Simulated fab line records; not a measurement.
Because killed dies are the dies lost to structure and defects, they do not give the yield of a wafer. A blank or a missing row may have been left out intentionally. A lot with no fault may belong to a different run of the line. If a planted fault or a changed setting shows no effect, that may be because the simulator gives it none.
fab line records	flow sky130
record lots=5	wafers=15	last_day=49
route steps=708 shown VIA4@650 METAL5@661
lots that met no fault: taken from a fault-free run of the same line
start_h: hours from the record's first day to the start of the lot's first wafer shown	wait_h: hours from the lot's prior step to this one	" identical to the entry in the row above	L1.1+2: a single row standing in for several wafers	- no value, or no start given	* or withheld: withheld	< > ~ a bound
route shown NAME@n: names a module that has steps shown in the file, with the first one's number in the route	usual: mean/standard deviation of fault-free wafers	same: alike in all rows	chamber/n: place in a boat	sites: readings site by site	_std_site: standard deviation across them	_edge_site: outer sites' mean less inner sites'	radius_mm: how far each site lies from the wafer's centre	mask NAME#n: copy n	behind: tool/chamber where the wafer was last shaped	hold: reason for holding the lot/hours on hold/outcome of the hold	device: transistor that didn't switch, given as n, p or np	end of line: the route-end tests of the same wafers	a step without rows: its recipe alone	killed: dies lost to structure and defects at the first sort, not the wafer's yield	map: per-die view of a wafer (x killed, . not killed, _ where there is no die)
set.NAME: setting as actually run; set.NAME@STEP: the setting as run at that earlier step	model.NAME: the simulator's own value behind a step, which no gauge read
lots seen at some steps along the route; tables by step, rows by wafer
services: when a tool's chamber went out of use (start_h, in hours from the record's first day, below 0 if earlier), for how many hours, and the reason
## steps
# step SKY_VIA4_OVL_MEAS_11
# usual VIA4_OVL=0.8/1.4
lot.wafer	tool	chamber	start_h	wait_h	VIA4_OVL[nm]
L203.2	overlay-01	-	1012.61	0.1	2.5
L203.3	"	-	"	"	1.0
L203.4	"	-	"	"	2.4
L211.4	overlay-01	-	1071.26	0.1	1.5
L211.5	"	-	"	"	0.9
L211.6	"	-	"	"	1.9
L215.1	overlay-02	-	1102.30	0.1	-0.8
L215.5	"	-	"	"	1.6
L215.6	"	-	"	"	2.6
L214.1	overlay-02	-	1102.84	0.1	3.7
L214.3	"	-	"	"	1.0
L214.6	"	-	"	"	0.7
L221.4	overlay-01	-	1126.96	0.1	2.2
L221.5	"	-	"	"	2.0
L221.6	"	-	"	"	0.8
# step SKY_VIA4_ETCH_12
# recipe target=SiO2	chemistry=C4F8/O2/Ar	stop_on=TiN	mask_material=NOVOLAK	source_w=1500	bias_w=1200	pressure_mtorr=40	c4f8_flow_sccm=withheld	O2_flow_sccm=6	Ar_flow_sccm=300	time_s=withheld	target_depth_a=5800
# step SKY_VIA4_STRIP_13
# recipe chemistry=O2/N2	power_w=1400	pressure_mtorr=1500	platen_temp_c=withheld	o2_flow_sccm=3000	n2_flow_sccm=300	overash_fraction=0.5
# usual drypump_motor_current_A=5.9/0.43	oes_product_au=0.709/0.0041	strip_time_to_endpoint_s=12.803/0.029
lot.wafer	tool	chamber	start_h	wait_h	drypump_motor_current_A	oes_product_au	rf_hours_counter_h	strip_time_to_endpoint_s
L203.2	plasma_asher-01	0	1012.71	-	5.7	0.705	90	12.800
L203.3	"	0	"	"	5.7	0.703	-	12.853
L203.4	"	1	"	"	6.5	0.712	-	12.787
L211.4	plasma_asher-04	1	1071.38	-	5.2	0.710	-	12.822
L211.5	"	1	"	"	5.2	0.712	-	12.800
L211.6	"	0	"	"	6.3	0.712	-	12.795
L215.1	plasma_asher-01	0	1102.41	-	5.7	0.710	99	12.823
L215.5	"	1	"	"	6.6	0.701	-	12.783
L215.6	"	0	"	"	5.7	0.708	-	12.793
L214.1	plasma_asher-03	0	1102.95	-	6.0	0.711	37	12.789
L214.3	"	0	"	"	6.0	0.713	-	12.831
L214.6	"	0	"	"	6.0	0.713	-	12.836
L221.4	plasma_asher-04	1	1127.08	-	5.2	0.711	-	12.817
L221.5	"	1	"	"	5.2	0.708	-	12.844
L221.6	"	0	"	"	6.3	0.708	-	12.789
# step SKY_VIA4_STRIP_14
# recipe chemistry=post_etch_residue_remover	time_s=1200	temp_c=72.5
# step SKY_VIA4_CLEAN_15
# recipe chemistry=IPA	time_s=180	temp_c=25
# step SKY_VIA4_CLEAN_16
# recipe chemistry=O3/DIW	dry=n2_spin
# step SKY_VIA4_SPUTTER_17
# recipe material=TiN	target_thk_nm=20	chamber_pressure_pa=5	power_w=4000	time_s=80
# usual throttle_valve_pct=30.0/1.2
lot.wafer	tool	chamber	start_h	wait_h	throttle_valve_pct
L203.2	pvd_sputter-02	-	1013.31	0.0	28.7
L203.3	"	-	"	"	30.5
L203.4	"	-	"	"	30.0
L211.4	pvd_sputter-01	-	1071.95	0.0	28.9
L211.5	"	-	"	"	31.2
L211.6	"	-	"	"	28.8
L215.1	pvd_sputter-01	-	1103.00	0.0	28.8
L215.5	"	-	"	"	28.9
L215.6	"	-	"	"	31.1
L214.1	pvd_sputter-02	-	1103.68	0.0	30.5
L214.3	"	-	"	"	28.9
L214.6	"	-	"	"	30.6
L221.4	pvd_sputter-04	-	1127.68	0.0	29.7
L221.5	"	-	"	"	29.8
L221.6	"	-	"	"	32.6
# step SKY_VIA4_CVD_18
# recipe material=W	target_thk_nm=505	time_s=152.14	temp_c=400	pressure_torr=40
# step SKY_VIA4_RS_MEAS_19
# recipe thk_meas_gauge=four-point-probe	reads=W_of_VIA4_CVD_18+TiN_of_VIA4_SPUTTER_17
# usual VIA4_W_RS=0.2270/0.0026
lot.wafer	tool	chamber	start_h	wait_h	VIA4_W_RS[ohm/sq]
L203.2	film_metro-04	-	1013.54	0.1	0.2250
L203.3	"	-	"	"	0.2303
L203.4	"	-	"	"	0.2252
L211.4	film_metro-03	-	1072.22	0.1	0.2265
L211.5	"	-	"	"	0.2264
L211.6	"	-	"	"	0.2262
L215.1	film_metro-04	-	1103.22	0.1	0.2292
L215.5	"	-	"	"	0.2255
L215.6	"	-	"	"	0.2299
L214.1	film_metro-04	-	1103.90	0.1	0.2273
L214.3	"	-	"	"	0.2286
L214.6	"	-	"	"	0.2289
L221.4	film_metro-02	-	1127.95	0.1	0.2274
L221.5	"	-	"	"	0.2244
L221.6	"	-	"	"	0.2272
# step SKY_VIA4_THK_MEAS_20
# recipe thk_meas_gauge=xrf	reads=W_of_VIA4_CVD_18
# usual VIA4_W_THK=518/7
lot.wafer	tool	chamber	start_h	wait_h	VIA4_W_THK[nm]
L203.2	film_metro-04	-	1013.65	0.1	527
L203.3	"	-	"	"	515
L203.4	"	-	"	"	527
L211.4	film_metro-03	-	1072.31	0.1	519
L211.5	"	-	"	"	518
L211.6	"	-	"	"	518
L215.1	film_metro-04	-	1103.34	0.1	512
L215.5	"	-	"	"	519
L215.6	"	-	"	"	514
L214.1	film_metro-04	-	1104.02	0.1	515
L214.3	"	-	"	"	513
L214.6	"	-	"	"	514
L221.4	film_metro-02	-	1128.04	0.1	517
L221.5	"	-	"	"	518
L221.6	"	-	"	"	516
# step SKY_VIA4_CMP_21
# recipe stop_on=SiO2	t_overpolish_s=25	down_force_psi=3.5	platen_rpm=60	target_thk_nm=0	pad_velocity_m_s=0.94248
# usual edge_zone_pressure_frac=1.000/0.005	head_pressure_psi=3.501/0.0072	motor_current_A=11.2/1.1	overpolish_run_s=25.000/0.0082	time_to_endpoint_s=123/4.3
lot.wafer	tool	chamber	start_h	wait_h	edge_zone_pressure_frac	head_pressure_psi	motor_current_A	overpolish_run_s	time_to_endpoint_s
L203.4	cmp-01	1	1013.75	0.1	1.002	3.503	11.1	24.999	121
L203.3	"	2	"	"	1.000	3.498	10.5	24.991	121
L203.2	"	3	"	"	1.003	3.512	13.1	24.993	120
L211.4	cmp-01	2	1072.34	0.0	1.002	3.485	10.4	24.994	124
L211.5	"	2	"	"	1.004	3.496	10.6	25.011	124
L211.6	"	3	"	"	1.005	3.515	13.4	25.003	123
L215.1	cmp-02	1	1104.28	0.9	1.014	3.508	10.0	24.994	113
L215.6	"	0	"	"	1.000	3.499	12.8	25.006	112
L215.5	"	1	"	"	1.003	3.498	10.1	25.004	119
L214.3	cmp-02	2	1105.83	1.8	1.008	3.500	11.2	24.992	122
L214.1	"	3	"	"	1.003	3.506	11.0	25.004	120
L214.6	"	0	"	"	0.997	3.509	13.0	25.016	119
L221.4	cmp-01	1	1129.60	1.5	1.001	3.516	11.4	24.990	130
L221.6	"	0	"	"	0.999	3.504	11.2	25.017	131
L221.5	"	1	"	"	0.999	3.505	11.3	25.005	129
# step SKY_METAL5_SPUTTER_00
# recipe material=Ti	target_thk_nm=15	power_w=3000	time_s=10	chamber_pressure_pa=0.4
# usual throttle_valve_pct=30.3/1.2
lot.wafer	tool	chamber	start_h	wait_h	throttle_valve_pct
L203.2	pvd_sputter-04	-	1014.00	0.1	29.9
L203.3	"	-	"	"	28.8
L203.4	"	-	"	"	32.7
L211.4	pvd_sputter-02	-	1072.64	0.2	30.4
L211.5	"	-	"	"	30.6
L211.6	"	-	"	"	30.2
L215.1	pvd_sputter-04	-	1104.53	0.2	30.9
L215.5	"	-	"	"	33.1
L215.6	"	-	"	"	31.0
L214.1	pvd_sputter-02	-	1106.03	0.1	30.4
L214.3	"	-	"	"	30.4
L214.6	"	-	"	"	28.9
L221.4	pvd_sputter-03	-	1129.85	0.2	29.3
L221.5	"	-	"	"	29.2
L221.6	"	-	"	"	32.0
# step SKY_METAL5_SPUTTER_01
# recipe material=TiN	target_thk_nm=20	power_w=6500	time_s=16.7	chamber_pressure_pa=0.4
# usual throttle_valve_pct=30.3/1.2
lot.wafer	tool	chamber	start_h	wait_h	throttle_valve_pct	model.TiN_of_METAL5_SPUTTER_01.thk_nm
L203.2	pvd_sputter-04	-	1014.03	0.0	30.0	19.7
L203.3	"	-	"	"	28.9	19.96
L203.4	"	-	"	"	32.8	19.86
L211.4	pvd_sputter-02	-	1072.66	0.0	30.4	20.36
L211.5	"	-	"	"	30.3	20.3
L211.6	"	-	"	"	30.6	20.41
L215.1	pvd_sputter-04	-	1104.55	0.0	31.0	19.92
L215.5	"	-	"	"	32.9	19.97
L215.6	"	-	"	"	31.0	19.87
L214.1	pvd_sputter-02	-	1106.05	0.0	30.5	33.6
L214.3	"	-	"	"	30.1	19.95
L214.6	"	-	"	"	28.9	19.75
L221.4	pvd_sputter-03	-	1129.87	0.0	29.3	19.77
L221.5	"	-	"	"	28.8	19.77
L221.6	"	-	"	"	32.0	19.93
# step SKY_METAL5_SPUTTER_02
# recipe material=AlCu	target_thk_nm=1150	power_w=10600	time_s=61.2	chamber_pressure_pa=0.4
# usual throttle_valve_pct=30.2/1.2
lot.wafer	tool	chamber	start_h	wait_h	throttle_valve_pct
L203.2	pvd_sputter-04	-	1014.05	0.0	29.9
L203.3	"	-	"	"	28.6
L203.4	"	-	"	"	33.2
L211.4	pvd_sputter-02	-	1072.69	0.0	30.1
L211.5	"	-	"	"	30.2
L211.6	"	-	"	"	30.4
L215.1	pvd_sputter-04	-	1104.58	0.0	30.8
L215.5	"	-	"	"	32.7
L215.6	"	-	"	"	30.7
L214.1	pvd_sputter-02	-	1106.08	0.0	30.7
L214.3	"	-	"	"	30.0
L214.6	"	-	"	"	28.4
L221.4	pvd_sputter-03	-	1129.90	0.0	28.9
L221.5	"	-	"	"	29.2
L221.6	"	-	"	"	31.9
## services
tool	chamber	start_h	hours	kind
pvd_sputter-02	3	1037.66	-	consumable_replace:kit
pvd_sputter-02	3	1037.66	18.0	scheduled_down
pvd_sputter-02	3	1037.66	18.0	vent_cycle
pvd_sputter-03	-	1041.82	4.0	repair
plasma_asher-03	-	1044.69	4.3	pm
pvd_sputter-01	-	1048.57	3.3	repair
plasma_asher-04	-	1055.25	9.0	pm
plasma_asher-04	0	1055.25	9.0	vent_cycle
plasma_asher-04	1	1055.25	9.0	vent_cycle
plasma_asher-03	-	1060.70	4.2	repair
plasma_asher-04	0	1064.25	-	clean
plasma_asher-04	1	1064.25	-	clean
pvd_sputter-03	0	1066.16	-	consumable_replace:kit
pvd_sputter-03	0	1066.16	18.0	scheduled_down
pvd_sputter-03	0	1066.16	18.0	vent_cycle
pvd_sputter-03	-	1068.66	4.1	repair
cmp-02	-	1084.76	4.0	pm
cmp-02	-	1085.03	0.3	repair
cmp-02	-	1088.76	-	consumable_replace:conditioner
cmp-02	-	1088.76	-	consumable_replace:pad
plasma_asher-01	-	1113.85	0.9	repair
pvd_sputter-01	-	1124.31	4.3	repair
cmp-02	-	1126.40	7.2	repair
cmp-01	-	1127.60	1.4	repair
## key
first_sign none at tools or gauges
model_effect step=SKY_METAL5_SPUTTER_01	value=TiN_of_METAL5_SPUTTER_01.thk_nm	without=19.79	struck=33.6
met_at SKY_METAL5_SPUTTER_01
struck_wafers L214.1
onset_between 1072.66 1106.05
fault kind=process_parameter_drift	tool=pvd_sputter-02	chamber=-	onset_h=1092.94	steps=SKY_METAL5_SPUTTER_01	channel=target_thk_nm	offset=13.809	shape=step	end_h=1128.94	acts_in=these_recipes_only	stated=20	scope=struck_wafers_only
